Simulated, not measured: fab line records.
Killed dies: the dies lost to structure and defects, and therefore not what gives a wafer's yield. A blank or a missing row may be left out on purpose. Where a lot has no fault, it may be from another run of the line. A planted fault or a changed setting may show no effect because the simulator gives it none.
Which tool is to blame? / flow sky130 / route of 708 steps, sampled at 1 step: 12 lots, 36 wafers

== WHAT THE GAUGES SHOWED, per wafer ==
SKY_VIA1_OVL_MEAS_13.
lot=L075; measured=day 34 04:34; on=overlay-01; VIA1_OVL (nm)=-5 0 -9
lot=L077; measured=day 35 00:37; on=overlay-02; VIA1_OVL (nm)=-14 -16 -7
lot=L079; measured=day 35 22:00; on=overlay-01; VIA1_OVL (nm)=-4 -1 1
lot=L081; measured=day 36 12:41; on=overlay-02; VIA1_OVL (nm)=-6 -3 2
lot=L082; measured=day 37 06:06; on=overlay-01; VIA1_OVL (nm)=3 6 -7
lot=L086; measured=day 37 21:20; on=overlay-01; VIA1_OVL (nm)=0 5 1
lot=L087; measured=day 38 15:00; on=overlay-02; VIA1_OVL (nm)=-13 1 -4
lot=L089; measured=day 38 23:28; on=overlay-01; VIA1_OVL (nm)=-13 -9 -12
lot=L091; measured=day 39 08:51; on=overlay-01; VIA1_OVL (nm)=4 1 2
lot=L093; measured=day 40 04:32; on=overlay-01; VIA1_OVL (nm)=12 4 5
lot=L095; measured=day 40 22:23; on=overlay-01; VIA1_OVL (nm)=-3 -2 -4
lot=L096; measured=day 41 13:59; on=overlay-02; VIA1_OVL (nm)=-8 1 -3

== EACH LOT AND THE TOOL THAT RAN IT (in order: tool; ch and the chambers of the sampled wafers; start) ==
There is no process step in the record ahead of these readings.

== THE ANSWER, worked out from the rows above alone ==
Rule: usual is defined by the lots themselves. Put in order of their means at a reading, lots are off if they are a third of the lots or fewer, leave a main group of 4 or more, and stand apart from it by a gap of 3 or more times the standard deviation of the main group's means; of several such gaps the widest counts. A main group is skipped when, at the precision printed for the reading in the tables above, its means are all equal. Also off: a lot with no number at a reading for which 4 or more lots have one. The other lots that the step has rows for count as sound.
Nothing can be told from this: no lot is off at any reading shown.

== WHAT HAD BEEN PUT IN BY THE SIMULATOR ==
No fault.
